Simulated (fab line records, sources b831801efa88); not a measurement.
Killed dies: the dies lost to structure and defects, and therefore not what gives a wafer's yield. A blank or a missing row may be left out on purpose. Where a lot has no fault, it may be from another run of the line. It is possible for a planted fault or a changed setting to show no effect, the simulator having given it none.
fab line records	flow sky130
record: lots: 11	wafers: 33	last-day: 50
route steps=708 shown VT_ADJUST_NCORE@129 RES_PROTECT@210 POLY_GATE@229 LDD_N@244 PAD_OPEN@708
lots that met no fault: taken from a fault-free run of the same line
start-h: hours from the record's first day to the start of the lot's first wafer shown	wait-h: hours elapsed since this lot's preceding step	" as in the row above	L1.1+2: a row that stands for several wafers	- no value, or no start given	* or withheld: withheld	< > ~ a bound
route shown NAME@n: a module of which the file shows steps, and the number in the route of the first	usual: mean and standard deviation over wafers with no fault	same: alike in all rows	chamber/n: place in a boat	sites: the reading at each site	_std_site: the values' standard deviation	_edge_site: the outer-site mean with the inner-site mean subtracted	radius-mm: for every site, how far away it sits from the centre of the wafer	mask NAME#n: copy n	behind: the tool/chamber that last shaped the wafer	hold: what put the lot on hold/how long, in hours/how the hold closed	device: which transistor (n, p or np) failed to switch	end of line: tests run on the same wafers once the route is complete	a step given without rows: its recipe and nothing more	killed: not the wafer's yield, but the dies lost to structure and defects at the first sort	map: dies across one wafer; x = killed, . = not, _ = none there
set.NAME: the setting as run; set.NAME@STEP: as run at that earlier step	model.NAME: the simulator's own value behind a step, which no gauge read
route steps across a sampled set of lots; one table per step, one row per wafer
services: a tool's chamber out of use, with start hour (start-h, from the record's first day; less than 0 if before it), hours out, and reason
== steps ==
step: SKY_VT_ADJUST_NCORE_STRIP_10
recipe: chemistry: O2/N2	power-w: 1400	pressure-mtorr: 1500	platen-temp-c: withheld	o2-flow-sccm: 3000	n2-flow-sccm: 300	overash-fraction: 0.5
usual: drypump-motor-current-A: 6.0/0.43	oes-product-au: 0.716/0.0049	strip-time-to-endpoint-s: 14.19/0.037
lot.wafer	tool	chamber	start-h	wait-h	drypump-motor-current-A	oes-product-au	rf-hours-counter-h	strip-time-to-endpoint-s
L507.2	plasma-asher-04	1	184.92	0.1	6.4	0.714	50	14.18
L507.3	"	1	"	"	6.5	0.720	-	14.19
L507.6	"	1	"	"	6.5	0.717	-	14.22
L512.2	plasma-asher-02	1	221.91	0.1	5.9	0.710	10	14.23
L512.5	"	0	"	"	5.9	0.718	-	14.26
L512.6	"	1	"	"	5.9	0.717	-	14.22
L515.4	plasma-asher-02	0	238.98	0.1	5.9	0.725	-	14.16
L515.5	"	0	"	"	5.9	0.710	-	14.10
L515.6	"	1	"	"	5.9	0.716	-	14.17
L518.1	plasma-asher-03	1	260.02	0.1	6.0	0.707	58	14.19
L518.2	"	0	"	"	6.6	0.712	58	14.19
L518.5	"	0	"	"	6.6	0.711	-	14.19
L523.1	plasma-asher-04	0	298.26	0.1	5.2	0.721	60	14.22
L523.5	"	0	"	"	5.2	0.719	-	14.17
L523.6	"	1	"	"	6.4	0.718	-	14.21
L524.3	plasma-asher-04	0	303.10	0.1	5.1	0.720	-	14.22
L524.4	"	1	"	"	6.5	0.716	-	14.24
L524.5	"	1	"	"	6.4	0.715	-	14.24
L526.1	plasma-asher-03	0	319.62	0.1	6.5	0.715	64	14.21
L526.2	"	1	"	"	6.0	0.708	64	14.20
L526.4	"	0	"	"	6.5	0.707	-	14.19
L527.1	plasma-asher-02	0	320.21	0.1	5.9	0.713	20	14.19
L527.3	"	0	"	"	5.9	0.708	-	14.13
L527.6	"	0	"	"	5.9	0.716	-	14.16
L528.3	plasma-asher-04	1	327.49	0.1	6.4	0.718	-	14.12
L528.4	"	0	"	"	5.2	0.725	-	14.16
L528.5	"	0	"	"	5.2	0.716	-	14.11
L529.2	plasma-asher-02	1	341.81	0.1	5.9	0.718	22	14.15
L529.3	"	0	"	"	5.9	0.716	-	14.19
L529.4	"	1	"	"	5.9	0.709	-	14.16
L530.3	plasma-asher-04	0	347.22	0.1	5.2	0.714	-	14.20
L530.4	"	1	"	"	6.5	0.727	-	14.23
L530.5	"	0	"	"	5.2	0.723	-	14.23
step: SKY_RES_PROTECT_EXPOSE_04
recipe: mask-id: RPM	na: 0.6	source-shape: conventional	sigma-outer: 0.6	polarization: unpolarized	target-cd-nm: 1270	dose-mj: 131
usual: exposure-dose-mJ-cm2: 131.03/0.14
same: na: 0.6
lot.wafer	tool	chamber	start-h	wait-h	mask	exposure-dose-mJ-cm2
L507.2	iline-stepper-01	0	330.43	-	RPM#0	131.05
L507.3	"	0	"	"	RPM#0	131.08
L507.6	"	0	"	"	RPM#0	130.90
L512.2	iline-stepper-02	0	376.23	-	RPM#0	131.04
L512.5	"	0	"	"	RPM#0	131.07
L512.6	"	0	"	"	RPM#0	131.03
L515.4	iline-stepper-02	0	394.48	-	RPM#0	130.72
L515.5	"	0	"	"	RPM#0	131.07
L515.6	"	0	"	"	RPM#0	130.92
L518.1	iline-stepper-02	0	425.11	-	NTM#0	131.23
L518.2	"	0	"	"	NTM#0	131.11
L518.5	"	0	"	"	NTM#0	131.21
L523.1	iline-stepper-01	0	468.46	-	RPM#0	131.16
L523.5	"	0	"	"	RPM#0	131.22
L523.6	"	0	"	"	RPM#0	131.05
L524.3	iline-stepper-02	0	475.55	-	RPM#0	131.12
L524.4	"	0	"	"	RPM#0	131.07
L524.5	"	0	"	"	RPM#0	131.11
L526.1	iline-stepper-02	0	491.64	-	RPM#0	130.82
L526.2	"	0	"	"	RPM#0	130.99
L526.4	"	0	"	"	RPM#0	130.88
L528.3	iline-stepper-02	0	502.73	-	RPM#0	131.18
L528.4	"	0	"	"	RPM#0	131.09
L528.5	"	0	"	"	RPM#0	131.06
L527.1	iline-stepper-01	0	505.22	-	RPM#0	131.20
L527.3	"	0	"	"	RPM#0	131.33
L527.6	"	0	"	"	RPM#0	131.04
L529.2	iline-stepper-01	0	519.61	-	RPM#0	131.05
L529.3	"	0	"	"	RPM#0	130.94
L529.4	"	0	"	"	RPM#0	130.92
L530.3	iline-stepper-01	0	525.19	-	RPM#0	131.07
L530.4	"	0	"	"	RPM#0	131.02
L530.5	"	0	"	"	RPM#0	131.17
step: SKY_RES_PROTECT_TW_MEAS_08
usual: POLY_GATE_TW: 4043/29
lot.wafer	tool	chamber	start-h	wait-h	POLY_GATE_TW
L507.2	film-metro-04	-	344.20	0.1	4019
L507.3	"	-	"	"	4045
L507.6	"	-	"	"	4044
L512.2	film-metro-03	-	390.60	0.1	4021
L512.5	"	-	"	"	4046
L512.6	"	-	"	"	4042
L515.4	film-metro-03	-	409.42	0.1	3971
L515.5	"	-	"	"	3998
L515.6	"	-	"	"	3999
L518.1	film-metro-03	-	440.60	0.1	30
L518.2	"	-	"	"	30
L518.5	"	-	"	"	30
L523.1	film-metro-04	-	483.35	0.1	4063
L523.5	"	-	"	"	4090
L523.6	"	-	"	"	4062
L524.3	film-metro-04	-	490.96	0.1	4074
L524.4	"	-	"	"	4051
L524.5	"	-	"	"	4060
L526.1	film-metro-03	-	506.99	0.1	3996
L526.2	"	-	"	"	4016
L526.4	"	-	"	"	4004
L528.3	film-metro-04	-	518.06	0.1	4052
L528.4	"	-	"	"	4088
L528.5	"	-	"	"	4053
L527.1	film-metro-04	-	520.85	0.1	4036
L527.3	"	-	"	"	4094
L527.6	"	-	"	"	4063
L529.2	film-metro-04	-	534.55	0.1	4072
L529.3	"	-	"	"	4069
L529.4	"	-	"	"	4054
L530.3	film-metro-01	-	540.76	0.1	4076
L530.4	"	-	"	"	4051
L530.5	"	-	"	"	4075
step: SKY_POLY_GATE_ETCH_15
recipe: chemistry: N2/H2	target: BARC	ion-energy-ev: 200	source-w: 500	bias-w: 100	pressure-mtorr: 30	n2-flow-sccm: 100	h2-flow-sccm: 200	stop-on: SiO2	time-s: 118.5	target-depth-a: 1100
usual: drypump-motor-current-A: 5.7/0.47	h2-flow-sccm: 200.0/0.58	oes-product-au: 0.717/0.0044	throttle-valve-pct: 13.213/0.01
lot.wafer	tool	chamber	start-h	wait-h	drypump-motor-current-A	h2-flow-sccm	oes-product-au	rf-hours-counter-h	throttle-valve-pct
L507.2	rie-diel-04	3	373.40	0.0	6.2	201.5	0.725	3	13.206
L507.3	"	2	"	"	5.2	200.4	0.720	1	13.193
L507.6	"	1	"	"	5.7	199.7	0.713	-	13.202
L512.2	rie-diel-02	0	422.17	0.0	5.3	200.4	0.723	15	13.206
L512.5	"	3	"	"	5.3	199.6	0.723	-	13.204
L512.6	"	2	"	"	5.8	199.7	0.710	-	13.214
L515.4	rie-diel-02	1	444.12	0.0	6.6	200.6	0.715	74	13.207
L515.5	"	0	"	"	5.3	198.9	0.725	-	13.224
L515.6	"	1	"	"	6.6	199.8	0.718	-	13.218
L518.1	rie-diel-01	3	472.75	0.0	5.3	200.1	0.706	3	13.217
L518.2	"	1	"	"	6.3	201.0	0.714	7	13.220
L518.5	"	2	"	"	5.4	199.8	0.726	-	13.240
L523.1	rie-diel-02	3	515.67	0.0	5.3	200.0	0.716	9	13.212
L523.5	"	3	"	"	5.3	199.4	0.709	-	13.229
L523.6	"	0	"	"	5.2	199.4	0.715	-	13.222
L524.3	rie-diel-01	3	523.67	0.0	5.3	199.3	0.729	4	13.196
L524.4	"	1	"	"	6.3	200.2	0.716	8	13.217
L524.5	"	3	"	"	5.3	200.7	0.718	-	13.219
L526.1	rie-diel-02	3	538.87	0.0	5.3	199.6	0.721	10	13.219
L526.2	"	0	"	"	5.2	199.0	0.719	17	13.217
L526.4	"	2	"	"	5.8	200.1	0.715	79	13.209
L528.3	rie-diel-01	1	550.05	0.0	6.3	200.2	0.717	8	13.219
L528.4	"	3	"	"	5.3	201.2	0.720	4	13.217
L528.5	"	2	"	"	5.4	199.8	0.716	-	13.219
L527.1	rie-diel-01	0	553.96	0.0	5.7	200.8	0.720	14	13.223
L527.3	"	1	"	"	6.3	200.0	0.721	8	13.214
L527.6	"	1	"	"	6.3	199.8	0.717	-	13.191
L529.2	rie-diel-04	1	566.87	0.0	5.7	199.2	0.719	9	13.219
L529.3	"	0	"	"	6.5	199.3	0.720	52	13.210
L529.4	"	2	"	"	5.2	200.7	0.716	5	13.234
L530.3	rie-diel-02	3	572.81	0.0	5.3	199.4	0.720	10	13.210
L530.4	"	1	"	"	6.6	200.8	0.720	-	13.209
L530.5	"	0	"	"	5.3	199.8	0.711	-	13.207
step: SKY_LDD_N_OVL_MEAS_07
usual: LDD_N_OVL: 0.4/1.5
lot.wafer	tool	chamber	start-h	wait-h	LDD_N_OVL[nm]
L507.2	overlay-01	-	404.62	0.1	0.5
L507.3	"	-	"	"	-0.3
L507.6	"	-	"	"	1.5
L512.2	overlay-02	-	457.94	0.1	0.1
L512.5	"	-	"	"	0.6
L512.6	"	-	"	"	-0.5
L515.4	overlay-02	-	476.08	0.1	1.1
L515.5	"	-	"	"	1.2
L515.6	"	-	"	"	0.0
L518.1	overlay-01	-	505.44	0.1	0.9
L518.2	"	-	"	"	-0.3
L518.5	"	-	"	"	-0.4
L523.1	overlay-02	-	547.34	0.1	-2.1
L523.5	"	-	"	"	-1.0
L523.6	"	-	"	"	-1.9
L524.3	overlay-01	-	554.46	0.1	1.6
L524.4	"	-	"	"	2.0
L524.5	"	-	"	"	4.0
L526.1	overlay-01	-	570.14	0.1	0.1
L526.2	"	-	"	"	-1.3
L526.4	"	-	"	"	-0.8
L528.3	overlay-01	-	581.82	0.1	4.3
L528.4	"	-	"	"	2.5
L528.5	"	-	"	"	1.9
L527.1	overlay-02	-	586.56	0.1	0.9
L527.3	"	-	"	"	0.4
L527.6	"	-	"	"	-0.2
L529.2	overlay-02	-	598.34	0.1	-0.4
L529.3	"	-	"	"	1.3
L529.4	"	-	"	"	1.0
L530.3	overlay-02	-	603.31	0.1	-0.9
L530.4	"	-	"	"	-1.0
L530.5	"	-	"	"	-1.5
step: SKY_PAD_OPEN_PROBE_99
usual: killed_at_M0_to_M3: 43/6.8	killed_at_M4_up: 3.1/1.6	killed-at-contacts: 24/5.4	killed-at-front-end: 16/4.4	killed-at-other: 0.2/0.48	killed-dies: 87/8.8	killed-open: 48/6.4	killed-short: 39/6.2
same: gross-dies: 492	killed-at-back-side: 0
lot.wafer	tool	chamber	start-h	wait-h	killed_at_M0_to_M3	killed_at_M4_up	killed-at-contacts	killed-at-front-end	killed-at-other	killed-dies	killed-open	killed-short
L518.1	prober-02	-	1145.57	0.1	47	2	25	19	0	93	49	44
L518.2	prober-02	-	1145.62	0.1	49	4	31	16	1	101	58	43
L518.5	prober-02	-	1145.77	0.2	45	4	24	12	0	85	40	45
killed by level:class
L518.1 VIA1:geometric-particle:open=10 VIA1:geometric-particle:short=9 CONTACT:geometric-particle:open=8 FIELD_ISO:geometric-particle:short=7 LI_CONTACT:geometric-particle:open=7 VIA2:geometric-particle:open=7 VIA3:geometric-particle:open=7 LOCAL_INTERCONNECT:geometric-particle:short=5
L518.2 LI_CONTACT:geometric-particle:open=12 VIA1:geometric-particle:open=12 VIA3:geometric-particle:open=8 CONTACT:geometric-particle:open=7 VIA2:geometric-particle:open=7 LOCAL_INTERCONNECT:geometric-particle:short=6 CONTACT:geometric-particle:short=6 METAL1:geometric-particle:short=5
L518.5 CONTACT:geometric-particle:open=10 VIA1:geometric-particle:open=10 METAL1:geometric-particle:short=9 LI_CONTACT:geometric-particle:open=7 VIA1:geometric-particle:short=6 METAL2:geometric-particle:short=5 VIA2:geometric-particle:open=5 FIELD_ISO:geometric-particle:short=4
== services ==
tool	chamber	start-h	hours	kind
rie-diel-02	0	190.89	9.9	repair
plasma-asher-02	-	193.56	0.6	repair
plasma-asher-04	-	201.56	1.4	repair
plasma-asher-04	-	205.25	5.7	repair
rie-diel-02	1	208.93	4.9	repair
iline-stepper-02	-	227.56	1.7	pm
rie-diel-02	-	237.56	2.8	pm
rie-diel-02	3	250.01	3.3	repair
iline-stepper-01	-	273.31	11.3	repair
iline-stepper-01	-	288.54	1.7	pm
rie-diel-02	3	362.50	19.1	repair
iline-stepper-01	-	368.31	7.5	repair
plasma-asher-02	-	378.76	2.0	repair
rie-diel-02	0	389.58	13.8	repair
rie-diel-02	1	392.86	4.8	repair
rie-diel-02	2	397.48	2.0	repair
iline-stepper-02	-	445.84	1.7	pm
rie-diel-02	-	483.78	0.1	repair
rie-diel-02	2	498.00	2.7	repair
iline-stepper-01	-	506.72	1.7	pm
rie-diel-02	2	507.29	11.3	repair
iline-stepper-01	-	552.81	2.4	repair
rie-diel-02	1	561.00	2.2	repair
plasma-asher-04	-	563.14	1.4	repair
== key ==
first-sign: step: SKY_RES_PROTECT_EXPOSE_04	reading: mask	direction: changed
effect: step: SKY_RES_PROTECT_TW_MEAS_08	reading: POLY_GATE_TW	direction: down	sigmas: 99+	usual: 4043	struck: 30
met-at SKY_RES_PROTECT_EXPOSE_04
struck-lots L518
tester-left-out L518
not-acting-at SKY_VT_ADJUST_NCORE_STRIP_10,SKY_POLY_GATE_ETCH_15,SKY_LDD_N_OVL_MEAS_07
onset-between 394.48 425.11
fault: kind: wrong-mask	tool: any	chamber: -	onset-h: 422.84	steps: SKY_RES_PROTECT_EXPOSE_04	aux-copy: NTM#0	scope: struck-lots-only
tester-left-out: of these lots the tester's yield and bins aren't shown, on N5 and GAA mostly nor the transistor test; their killed dies are dies lost to structure and defects alone, not to doping, threshold or leakage, so they don't give the yield
